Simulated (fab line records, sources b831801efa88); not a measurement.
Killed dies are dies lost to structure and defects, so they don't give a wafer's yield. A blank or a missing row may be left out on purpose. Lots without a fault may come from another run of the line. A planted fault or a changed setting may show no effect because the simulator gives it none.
Problem report in the 8D (eight disciplines) form, filled by code | flow sfq_line | the parts of the form that need people (team, actions taken, sign-off) are left out

1. THE PROBLEM
rf_fwd_power_W at SFQ_TRILAYER_I7_DEP_PECVD_183 reads a mean of 255.6 W on 6 wafers of 2 lots; wafers without a fault read 182.2 W with a standard deviation of 0.64. That is +99 or more standard deviations from the usual mean.
The step: deposits SiO2 from SiH4/N2O, time 111.11 s, target thk 500 nm.
First seen on wafer L756.2, day 70 00:06, on pecvd-01. The record holds 42 wafers of 14 lots with a number at this step. Rule for "out", or "out of limits": more than 4 standard deviations from the usual mean. The other wafers with a number count as sound.

2. WHAT IT IS AND WHAT IT IS NOT
question                    | is                     | is not
which readings at this step | rf_fwd_power_W         | throttle_valve_pct
which lots                  | L756, L758             | L750, L751, L752, L762, L763, L764, L765, L766, L767, L768, L771, L772
which wafers of those lots  | all that have a number | -
read on which tools         | pecvd-01               | pecvd-03, pecvd-04
when                        | from day 70 00:06      | up to then (9 sound wafers); but 27 sound wafers of L762, L763, L764, L765, L766, L767, L768, L771, L772 came after

3. SUSPECTS, AND WHAT RULES EACH OUT
Counting: a tool at a process step up to the reading stays a suspect if it ran every lot that is out and no sound lot after the first of them.
- pecvd-01 at SFQ_TRILAYER_I7_DEP_PECVD_183 (deposits SiO2 from SiH4/N2O, time 111.11 s, target thk 500 nm): ruled out as a lasting fault. Sound lots L762, L765, L767, L768, L771 ran on it after its first lot that is out, L756 (day 70 00:06).
Left after counting: nothing in the record.

4. THE CAUSE (what the simulator had put in)
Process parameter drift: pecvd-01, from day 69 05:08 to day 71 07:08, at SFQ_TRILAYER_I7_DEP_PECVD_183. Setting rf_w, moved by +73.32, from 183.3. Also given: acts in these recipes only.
Counting ruled it out, wrongly.

5. THE CHAIN OF EFFECTS, in route order
Each row: a reading whose mean over the struck wafers that have a number lies more than 3 standard deviations from the usual. Only readings for which the record gives a usual standard deviation are gone through. hours: the time from each lot's start at the first step in this table that gives one to its start at this step, as a median over the lots. sigmas: the change in usual standard deviations.
hours | step                          | reading              | usual   | on struck wafers | change | sigmas
0     | SFQ_TRILAYER_I7_DEP_PECVD_183 | heater_power_outer_w | 32 W    | 11               | -21    | -3.1
0     | SFQ_TRILAYER_I7_DEP_PECVD_183 | heater_power_w       | 83 W    | 51               | -32    | -3.4
0     | SFQ_TRILAYER_I7_DEP_PECVD_183 | rf_fwd_power_W       | 182.2 W | 255.6            | +73.4  | +99 or more
0     | SFQ_TRILAYER_I7_DEP_PECVD_183 | showerhead_vpp_V     | 814 V   | 972              | +158   | +4.5
2     | SFQ_TRILAYER_I7_CMP_CMP_184   | time_to_endpoint_s   | 219 s   | 260              | +42    | +6.0
The process steps in it:
- SFQ_TRILAYER_I7_DEP_PECVD_183: deposits SiO2 from SiH4/N2O, time 111.11 s, target thk 500 nm.
- SFQ_TRILAYER_I7_CMP_CMP_184: polishes SiO2.

6. WHAT WOULD HAVE CAUGHT IT SOONER
In this record the first reading out of limits was taken at day 70 00:06, 19 hours after the fault began at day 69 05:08.
